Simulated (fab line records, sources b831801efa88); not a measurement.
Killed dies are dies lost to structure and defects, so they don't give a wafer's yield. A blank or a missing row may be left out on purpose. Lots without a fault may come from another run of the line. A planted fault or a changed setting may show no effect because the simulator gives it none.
Which tool did it? | flow gf180mcu | 24 lots, 72 wafers sampled, at 6 steps of a route of 602

WHAT THE GAUGES READ, wafer by wafer
GF_M2_CD_MEAS_14: target cd 280 nm. Usual: cd_nm 279.8 nm, standard deviation 1.1.
lot  | measured     | on        | cd_nm (nm)        | flag
L074 | day 19 06:47 | cd_sem-01 | 280.3 280.3 279.1 |
L075 | day 19 17:10 | cd_sem-02 | 280.6 280.5 280.6 |
L076 | day 20 04:34 | cd_sem-02 | 280.8 279.1 279.9 |
L077 | day 20 09:35 | cd_sem-01 | 280.2 279.7 280.7 |
L078 | day 21 00:06 | cd_sem-01 | 280.1 281.0 280.0 |
L079 | day 21 04:52 | cd_sem-01 | 280.6 281.0 281.2 |
L080 | day 21 14:20 | cd_sem-01 | 280.0 280.1 280.8 |
L081 | day 22 02:24 | cd_sem-02 | 280.8 280.7 280.9 |
L082 | day 22 08:21 | cd_sem-02 | 276.7 278.1 277.5 |
L083 | day 22 16:17 | cd_sem-02 | 278.2 278.5 279.4 |
L084 | day 23 07:46 | cd_sem-01 | 280.9 280.1 281.2 |
L085 | day 23 12:01 | cd_sem-01 | 278.2 279.8 278.8 |
L086 | day 23 13:55 | cd_sem-02 | 278.8 279.0 278.7 |
L087 | day 23 20:31 | cd_sem-02 | 281.7 280.8 280.4 |
L088 | day 24 09:49 | cd_sem-01 | 280.3 279.9 280.2 |
L089 | day 24 16:59 | cd_sem-01 | 278.2 278.6 278.8 |
L090 | day 25 07:20 | cd_sem-02 | 280.4 279.5 280.3 |
L091 | day 25 21:50 | cd_sem-02 | 279.1 280.2 279.5 |
L092 | day 26 11:04 | cd_sem-01 | 278.7 279.7 277.6 |
L094 | day 26 13:52 | cd_sem-01 | 281.4 281.0 281.5 |
L093 | day 26 14:49 | cd_sem-02 | 278.7 277.9 278.0 |
L095 | day 26 17:29 | cd_sem-01 | 279.1 278.8 279.3 |
L096 | day 27 07:35 | cd_sem-02 | 280.1 278.2 279.8 |
L097 | day 27 11:23 | cd_sem-02 | 280.7 281.5 280.8 |

GF_V3_THK_MEAS_01. Usual: V3_CVD_00_THK 598 nm, standard deviation 5.7.
lot  | measured     | on            | V3_CVD_00_THK (nm) | flag
L074 | day 21 11:25 | film_metro-03 | 603 591 600        |
L075 | day 21 21:11 | film_metro-03 | 596 596 595        |
L076 | day 22 08:52 | film_metro-03 | 606 607 603        |
L077 | day 22 13:17 | film_metro-03 | 602 605 607        |
L078 | day 23 03:27 | film_metro-04 | 594 595 600        |
L079 | day 23 07:37 | film_metro-04 | 607 604 603        |
L080 | day 23 16:59 | film_metro-04 | 603 597 593        |
L081 | day 24 04:45 | film_metro-03 | 601 603 593        |
L082 | day 24 10:02 | film_metro-04 | 600 602 594        |
L083 | day 24 18:01 | film_metro-03 | 594 600 592        |
L084 | day 25 08:19 | film_metro-01 | 589 584 588        |
L085 | day 25 12:08 | film_metro-04 | 607 600 600        |
L086 | day 25 15:00 | film_metro-01 | 600 599 599        |
L087 | day 25 20:38 | film_metro-04 | 589 593 599        |
L088 | day 26 09:40 | film_metro-01 | 599 599 603        |
L089 | day 26 16:53 | film_metro-03 | 589 591 592        |
L090 | day 27 05:43 | film_metro-04 | 602 594 598        |
L091 | day 27 18:36 | film_metro-04 | 599 584 595        |
L092 | day 28 08:03 | film_metro-01 | 592 590 593        |
L094 | day 28 11:13 | film_metro-03 | 592 598 599        |
L093 | day 28 11:55 | film_metro-04 | 595 594 594        |
L095 | day 28 13:40 | film_metro-01 | 606 606 604        |
L096 | day 29 03:38 | film_metro-03 | 586 593 590        |
L097 | day 29 07:18 | film_metro-03 | 598 599 601        |

WHICH TOOL RAN EACH LOT (tool, then ch and the chambers of the sampled wafers, then the start)
lot  | GF_V2_CVD_02                    | GF_V2_ETCH_16                      | GF_M3_METAL_ETCH_16               | GF_M3_STRIP_17
L074 | pecvd-03 ch 0,2, day 19 07:55   | rie_diel-04 ch 0,1, day 20 08:43   | rie_metal-04 ch 0,1, day 21 10:40 | plasma_asher-01 ch 0,1, day 21 10:48
L075 | pecvd-03 ch 0,1,2, day 19 18:07 | rie_diel-03 ch 0,1,2, day 20 18:34 | rie_metal-03 ch 0,1, day 21 20:25 | plasma_asher-02 ch 0,1, day 21 20:33
L076 | pecvd-01 ch 0,1,2, day 20 05:30 | rie_diel-02 ch 0,3, day 21 06:27   | rie_metal-01 ch 0,1, day 22 08:06 | plasma_asher-01 ch 0,1, day 22 08:13
L077 | pecvd-02 ch 1,2, day 20 10:31   | rie_diel-02 ch 1,3, day 21 10:47   | rie_metal-04 ch 1, day 22 12:33   | plasma_asher-02 ch 0,1, day 22 12:41
L078 | pecvd-01 ch 0,2, day 21 01:01   | rie_diel-04 ch 0,1,2, day 22 01:27 | rie_metal-01 ch 0,1, day 23 02:44 | plasma_asher-04 ch 0,1, day 23 02:52
L079 | pecvd-01 ch 1,2, day 21 05:49   | rie_diel-02 ch 0,1,3, day 22 05:54 | rie_metal-01 ch 0,1, day 23 06:52 | plasma_asher-02 ch 1, day 23 07:00
L080 | pecvd-03 ch 0,1, day 21 15:16   | rie_diel-02 ch 0,2,3, day 22 15:45 | rie_metal-03 ch 0,1, day 23 16:15 | plasma_asher-04 ch 0,1, day 23 16:23
L081 | pecvd-02 ch 0,1,2, day 22 03:19 | rie_diel-02 ch 0,3, day 23 03:03   | rie_metal-01 ch 0,1, day 24 04:01 | plasma_asher-04 ch 0,1, day 24 04:08
L082 | pecvd-02 ch 0,2, day 22 09:16   | rie_diel-03 ch 0,2,3, day 23 08:51 | rie_metal-03 ch 0, day 24 09:14   | plasma_asher-01 ch 0,1, day 24 09:26
L083 | pecvd-01 ch 0,1,2, day 22 17:14 | rie_diel-03 ch 0,1,2, day 23 17:24 | rie_metal-01 ch 0,1, day 24 17:16 | plasma_asher-01 ch 0,1, day 24 17:23
L084 | pecvd-02 ch 0,2, day 23 08:44   | rie_diel-04 ch 0,1,3, day 24 07:40 | rie_metal-01 ch 0,1, day 25 07:34 | plasma_asher-02 ch 0,1, day 25 07:42
L085 | pecvd-03 ch 0,1,2, day 23 13:05 | rie_diel-02 ch 1,2,3, day 24 11:40 | rie_metal-01 ch 0,1, day 25 11:22 | plasma_asher-02 ch 0,1, day 25 11:29
L086 | pecvd-03 ch 0,1,2, day 23 14:50 | rie_diel-04 ch 0,3, day 24 14:39   | rie_metal-03 ch 0,1, day 25 14:13 | plasma_asher-02 ch 0,1, day 25 14:20
L087 | pecvd-03 ch 0,2, day 23 21:28   | rie_diel-04 ch 0,1,2, day 24 20:42 | rie_metal-04 ch 0,1, day 25 19:33 | plasma_asher-01 ch 0,1, day 25 19:41
L088 | pecvd-03 ch 0,2, day 24 10:48   | rie_diel-02 ch 0,1, day 25 09:07   | rie_metal-01 ch 1, day 26 08:48   | plasma_asher-01 ch 0,1, day 26 09:04
L089 | pecvd-01 ch 1,2, day 24 18:04   | rie_diel-02 ch 0,2,3, day 25 16:44 | rie_metal-04 ch 0,1, day 26 16:05 | plasma_asher-04 ch 1, day 26 16:13
L090 | pecvd-03 ch 0,2, day 25 08:20   | rie_diel-03 ch 2,3, day 26 06:27   | rie_metal-03 ch 0,1, day 27 04:57 | plasma_asher-02 ch 0,1, day 27 05:05
L091 | pecvd-03 ch 1,2, day 25 22:53   | rie_diel-03 ch 0,1,2, day 26 20:20 | rie_metal-03 ch 0,1, day 27 17:52 | plasma_asher-02 ch 0,1, day 27 17:59
L092 | pecvd-03 ch 0,1,2, day 26 12:02 | rie_diel-02 ch 0,1,3, day 27 09:46 | rie_metal-03 ch 0,1, day 28 07:19 | plasma_asher-04 ch 0, day 28 07:26
L094 | pecvd-01 ch 0,1, day 26 15:17   | rie_diel-02 ch 0,2,3, day 27 12:32 | rie_metal-04 ch 0,1, day 28 10:24 | plasma_asher-01 ch 0,1, day 28 10:32
L093 | pecvd-03 ch 0,1,2, day 26 15:53 | rie_diel-03 ch 0,2,3, day 27 13:25 | rie_metal-01 ch 0,1, day 28 11:03 | plasma_asher-04 ch 0,1, day 28 11:11
L095 | pecvd-02 ch 0,1,2, day 26 18:24 | rie_diel-02 ch 2,3, day 27 15:02   | rie_metal-01 ch 0,1, day 28 12:56 | plasma_asher-01 ch 0,1, day 28 13:04
L096 | pecvd-01 ch 1,2, day 27 08:32   | rie_diel-02 ch 0,2,3, day 28 05:44 | rie_metal-04 ch 0,1, day 29 02:54 | plasma_asher-02 ch 0,1, day 29 03:02
L097 | pecvd-02 ch 0,2, day 27 12:19   | rie_diel-03 ch 1,2,3, day 28 08:50 | rie_metal-01 ch 0, day 29 06:32   | plasma_asher-01 ch 0,1, day 29 06:40
- GF_V2_CVD_02: deposits SiO2 from TEOS, target thk 850 nm, time 94.851 s.
- GF_V2_ETCH_16: etches BARC in N2/H2.
- GF_M3_METAL_ETCH_16: etches the open film in Cl2/BCl3, stops on SiO2, target depth 750.8 nm, time 125.1 s.
- GF_M3_STRIP_17: strips in O2/N2.

WHAT THE TOOLS THEMSELVES READ (means of the sampled wafers that have a number; where no wafer has one, the mark that the record gives instead)
GF_V2_CVD_02. Usual: heater_power_w 659 W, standard deviation 69.
lot  | tool     | heater_power_w (W) | flag
L074 | pecvd-03 | 709                |
L075 | pecvd-03 | 748                |
L076 | pecvd-01 | 633                |
L077 | pecvd-02 | 620                |
L078 | pecvd-01 | 570                |
L079 | pecvd-01 | 616                |
L080 | pecvd-03 | 719                |
L081 | pecvd-02 | 599                |
L082 | pecvd-02 | 627                |
L083 | pecvd-01 | 619                |
L084 | pecvd-02 | 626                |
L085 | pecvd-03 | 714                |
L086 | pecvd-03 | 720                |
L087 | pecvd-03 | 701                |
L088 | pecvd-03 | 701                |
L089 | pecvd-01 | 579                |
L090 | pecvd-03 | 672                |
L091 | pecvd-03 | 704                |
L092 | pecvd-03 | 739                |
L094 | pecvd-01 | 636                |
L093 | pecvd-03 | 699                |
L095 | pecvd-02 | 633                |
L096 | pecvd-01 | 650                |
L097 | pecvd-02 | 611                |

GF_V2_ETCH_16. Usual: drypump_motor_current_A 5.6 A, standard deviation 0.48; h2_flow_sccm 199.9 sccm, standard deviation 0.64; oes_product_au 0.856 a.u., standard deviation 0.0052; throttle_valve_pct 13.225 %, standard deviation 0.0081.
lot  | tool        | drypump_motor_current_A (A) | h2_flow_sccm (sccm) | oes_product_au (a.u.) | throttle_valve_pct (%) | flag
L074 | rie_diel-04 | 6.0                         | 199.7               | 0.847                 | 13.228                 |
L075 | rie_diel-03 | 5.8                         | 199.4               | 0.848                 | 13.230                 |
L076 | rie_diel-02 | 5.8                         | 199.4               | 0.858                 | 13.229                 |
L077 | rie_diel-02 | 5.7                         | 199.9               | 0.859                 | 13.224                 |
L078 | rie_diel-04 | 5.4                         | 199.7               | 0.851                 | 13.227                 |
L079 | rie_diel-02 | 5.7                         | 200.0               | 0.859                 | 13.222                 |
L080 | rie_diel-02 | 5.6                         | 199.8               | 0.856                 | 13.224                 |
L081 | rie_diel-02 | 5.8                         | 199.8               | 0.862                 | 13.232                 |
L082 | rie_diel-03 | 5.6                         | 199.7               | 0.857                 | 13.225                 |
L083 | rie_diel-03 | 5.8                         | 199.8               | 0.852                 | 13.220                 |
L084 | rie_diel-04 | 5.6                         | 199.7               | 0.854                 | 13.224                 |
L085 | rie_diel-02 | 5.6                         | 200.4               | 0.854                 | 13.224                 |
L086 | rie_diel-04 | 5.2                         | 199.6               | 0.857                 | 13.229                 |
L087 | rie_diel-04 | 5.4                         | 200.0               | 0.858                 | 13.224                 |
L088 | rie_diel-02 | 5.7                         | 199.8               | 0.863                 | 13.221                 |
L089 | rie_diel-02 | 5.6                         | 200.0               | 0.861                 | 13.224                 |
L090 | rie_diel-03 | 5.1                         | 199.2               | 0.861                 | 13.225                 |
L091 | rie_diel-03 | 5.8                         | 200.2               | 0.849                 | 13.219                 |
L092 | rie_diel-02 | 5.7                         | 200.2               | 0.853                 | 13.230                 |
L094 | rie_diel-02 | 5.6                         | 200.4               | 0.861                 | 13.221                 |
L093 | rie_diel-03 | 5.6                         | 200.1               | 0.853                 | 13.223                 |
L095 | rie_diel-02 | 5.6                         | 199.5               | 0.856                 | 13.219                 |
L096 | rie_diel-02 | 5.6                         | 200.0               | 0.850                 | 13.232                 |
L097 | rie_diel-03 | 5.2                         | 200.7               | 0.857                 | 13.228                 |

GF_M3_METAL_ETCH_16. Usual: drypump_motor_current_A 6.0 A, standard deviation 0.56; oes_product_au 0.989 a.u., standard deviation 0.0057; throttle_valve_pct 28.230 %, standard deviation 0.0095.
lot  | tool         | drypump_motor_current_A (A) | oes_product_au (a.u.) | throttle_valve_pct (%) | flag
L074 | rie_metal-04 | 5.6                         | 0.994                 | 28.224                 |
L075 | rie_metal-03 | 6.1                         | 0.982                 | 28.229                 |
L076 | rie_metal-01 | 5.8                         | 0.993                 | 28.222                 |
L077 | rie_metal-04 | 5.7                         | 0.991                 | 28.227                 |
L078 | rie_metal-01 | 5.8                         | 0.991                 | 28.239                 |
L079 | rie_metal-01 | 6.2                         | 0.986                 | 28.236                 |
L080 | rie_metal-03 | 6.4                         | 0.991                 | 28.230                 |
L081 | rie_metal-01 | 6.2                         | 0.990                 | 28.228                 |
L082 | rie_metal-03 | 6.6                         | 0.988                 | 28.230                 |
L083 | rie_metal-01 | 6.2                         | 0.989                 | 28.229                 |
L084 | rie_metal-01 | 5.8                         | 0.991                 | 28.228                 |
L085 | rie_metal-01 | 5.8                         | 0.995                 | 28.231                 |
L086 | rie_metal-03 | 6.1                         | 0.986                 | 28.227                 |
L087 | rie_metal-04 | 5.6                         | 0.992                 | 28.237                 |
L088 | rie_metal-01 | 5.3                         | 0.980                 | 28.232                 |
L089 | rie_metal-04 | 5.6                         | 0.997                 | 28.226                 |
L090 | rie_metal-03 | 6.4                         | 0.982                 | 28.233                 |
L091 | rie_metal-03 | 6.1                         | 0.991                 | 28.239                 |
L092 | rie_metal-03 | 6.2                         | 0.983                 | 28.238                 |
L094 | rie_metal-04 | 5.6                         | 0.993                 | 28.222                 |
L093 | rie_metal-01 | 5.8                         | 0.985                 | 28.235                 |
L095 | rie_metal-01 | 5.8                         | 0.990                 | 28.232                 |
L096 | rie_metal-04 | 5.6                         | 0.993                 | 28.230                 |
L097 | rie_metal-01 | 6.7                         | 0.997                 | 28.231                 |

GF_M3_STRIP_17. Usual: drypump_motor_current_A 5.8 A, standard deviation 0.46; heater_power_w 348 W, standard deviation 35; oes_product_au 0.538 a.u., standard deviation 0.0048; strip_time_to_endpoint_s 7.40 s, standard deviation 0.047.
lot  | tool            | drypump_motor_current_A (A) | heater_power_w (W) | oes_product_au (a.u.) | strip_time_to_endpoint_s (s) | flag
L074 | plasma_asher-01 | 6.3                         | 359                | 0.537                 | 7.37                         |
L075 | plasma_asher-02 | 5.5                         | 334                | 0.538                 | 7.43                         |
L076 | plasma_asher-01 | 6.3                         | 352                | 0.537                 | 7.40                         |
L077 | plasma_asher-02 | 5.5                         | 335                | 0.538                 | 7.37                         |
L078 | plasma_asher-04 | 5.8                         | 378                | 0.538                 | 7.44                         |
L079 | plasma_asher-02 | 5.4                         | 322                | 0.539                 | 7.45                         |
L080 | plasma_asher-04 | 5.9                         | 340                | 0.535                 | 7.34                         |
L081 | plasma_asher-04 | 5.8                         | 369                | 0.537                 | 7.39                         |
L082 | plasma_asher-01 | 6.0                         | 370                | 0.536                 | 7.37                         |
L083 | plasma_asher-01 | 6.0                         | 375                | 0.539                 | 7.38                         |
L084 | plasma_asher-02 | 5.5                         | 328                | 0.533                 | 7.35                         |
L085 | plasma_asher-02 | 5.5                         | 327                | 0.537                 | 7.40                         |
L086 | plasma_asher-02 | 5.6                         | 325                | 0.541                 | 7.47                         |
L087 | plasma_asher-01 | 6.0                         | 368                | 0.540                 | 7.36                         |
L088 | plasma_asher-01 | 6.0                         | 372                | 0.539                 | 7.44                         |
L089 | plasma_asher-04 | 5.6                         | 403                | 0.535                 | 7.36                         |
L090 | plasma_asher-02 | 5.5                         | 332                | 0.544                 | 7.46                         |
L091 | plasma_asher-02 | 5.5                         | 324                | 0.533                 | 7.41                         |
L092 | plasma_asher-04 | 6.1                         | 314                | 0.536                 | 7.50                         |
L094 | plasma_asher-01 | 6.4                         | 351                | 0.537                 | 7.39                         |
L093 | plasma_asher-04 | 5.9                         | 337                | 0.538                 | 7.37                         |
L095 | plasma_asher-01 | 6.0                         | 373                | 0.535                 | 7.40                         |
L096 | plasma_asher-02 | 5.5                         | 326                | 0.537                 | 7.34                         |
L097 | plasma_asher-01 | 6.3                         | 354                | 0.535                 | 7.36                         |

THE ANSWER, worked out from the rows above alone
Rule: a lot is off if the mean of its wafers that have a number lies more than 3 standard deviations from the usual mean. A lot without any number at a reading at which 4 lots or more have one is off too. The other lots that the step has rows for count as sound. The gauges are gone through in route order, then the tools' own readings, and for those a lot's mean is taken as printed above. The first step at which some lot is off is used, and at that step the reading that is off furthest; a lot without a number counts as furthest.
No lot is off at any reading shown: from this, nothing can be told.

WHAT THE SIMULATOR HAD PUT IN
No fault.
